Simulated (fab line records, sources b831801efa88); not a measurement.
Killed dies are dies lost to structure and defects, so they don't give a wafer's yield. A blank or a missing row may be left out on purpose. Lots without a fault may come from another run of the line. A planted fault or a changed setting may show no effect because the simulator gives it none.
A struck lot beside a sound one | flow sky130 | 15 steps out of a route of 708
Sound: wafers L732.2, L732.3, L732.4. Struck: wafers L744.2, L744.3, L744.6. The cause comes at the end.
At each step with rows: each side's tool, then ch and its chambers, then its first start. Under that, the readings that differ: sound wafers | struck wafers | difference of the means | sigmas: that difference in standard deviations of wafers without a fault.
alike: readings whose means differ by less than 2 such deviations, and words and numbers that are the same on both sides. not compared: withheld readings, readings that some wafer has no value for, bounds like >300 that may hide the same value, and numbers for which the record gives no deviation and whose values overlap.
The two part at a step that has a row with sigmas, a row that says differs or no value, or rows on one side only. Numbers that don't overlap but have no deviation are shown without sigmas and don't part them. A reading that every wafer of one side lacks parts them only if that side has two wafers or more.

first, 3 steps without rows for these wafers: SKY_METAL4_CLEAN_21 (cleans in IPA, time 180 s); SKY_METAL4_CLEAN_22 (cleans in O3/DIW); SKY_VIA4_HDPCVD_00 (deposits SiO2, target thk 1750 nm, time 291.7 s).
SKY_VIA4_THK_MEAS_01:
  sound on film_metro-02, day 43 06:01; struck on film_metro-04, day 45 20:48
  alike: VIA4_HDPCVD_THK
SKY_VIA4_CMP_02: polishes SiO2.
  sound on cmp-02 ch 1,2,3, day 43 06:04; struck on cmp-01 ch 1,2,3, day 45 20:51
  alike: motor_current_A
SKY_VIA4_BOW_MEAS_03:
  sound on film_metro-02, day 43 06:23; struck on film_metro-02, day 45 21:10
  alike: VIA4_BOW
then, 6 steps without rows for these wafers: SKY_VIA4_DEHYDRATE_04 (time 60 s); SKY_VIA4_HMDS_05 (prime time 60 s); SKY_VIA4_COAT_06 (resist thk 1140 nm); SKY_VIA4_SOFTBAKE_07 (time 60 s); SKY_VIA4_EXPOSE_08 (exposes mask VIM4, target cd 800 nm); SKY_VIA4_PEB_09.
SKY_VIA4_DEVELOP_10: develop time 60 s.
  sound on litho_track-04 ch 0, day 44 04:52; struck on litho_track-04 ch 0, day 46 17:10
  reading              | sound             | struck            | difference | sigmas
  developer_temp_C (C) | 22.98 22.75 23.03 | 23.99 23.80 23.91 | +0.98      | +8
SKY_VIA4_OVL_MEAS_11:
  sound on overlay-02, day 44 04:59; struck on overlay-01, day 46 17:17
  reading       | sound       | struck         | difference | sigmas
  VIA4_OVL (nm) | 1.9 0.7 0.0 | -1.8 -2.5 -0.3 | -2.4       | -2
-- the record jumps here: 3 days lie between the struck wafers' starts before and after (it left off in module VIA4 and takes up again in module PAD_OPEN, whose first step shown is number 708 of the route) --
SKY_PAD_OPEN_PROBE_99:
  sound on prober-02, day 47 01:38; struck on prober-01, day 49 08:39
  alike: defect_limited_yield, killed_at_M0_to_M3, killed_at_M4_up, killed_at_contacts, killed_at_front_end, killed_at_other, killed_dies, killed_open, killed_short, sort_bin_3_pad_short, sort_bin_5_function, sort_bin_6_memory, sort_n_pass, sort_yield_pct

WHERE THEY PART
First at SKY_VIA4_DEVELOP_10; last, within this record, at SKY_VIA4_OVL_MEAS_11. Later steps at which nothing parts them and some readings are alike: SKY_PAD_OPEN_PROBE_99.

WHY: what the simulator had put in
Process parameter drift: litho_track-04, from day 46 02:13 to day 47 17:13, at SKY_VIA4_DEVELOP_10. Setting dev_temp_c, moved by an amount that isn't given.
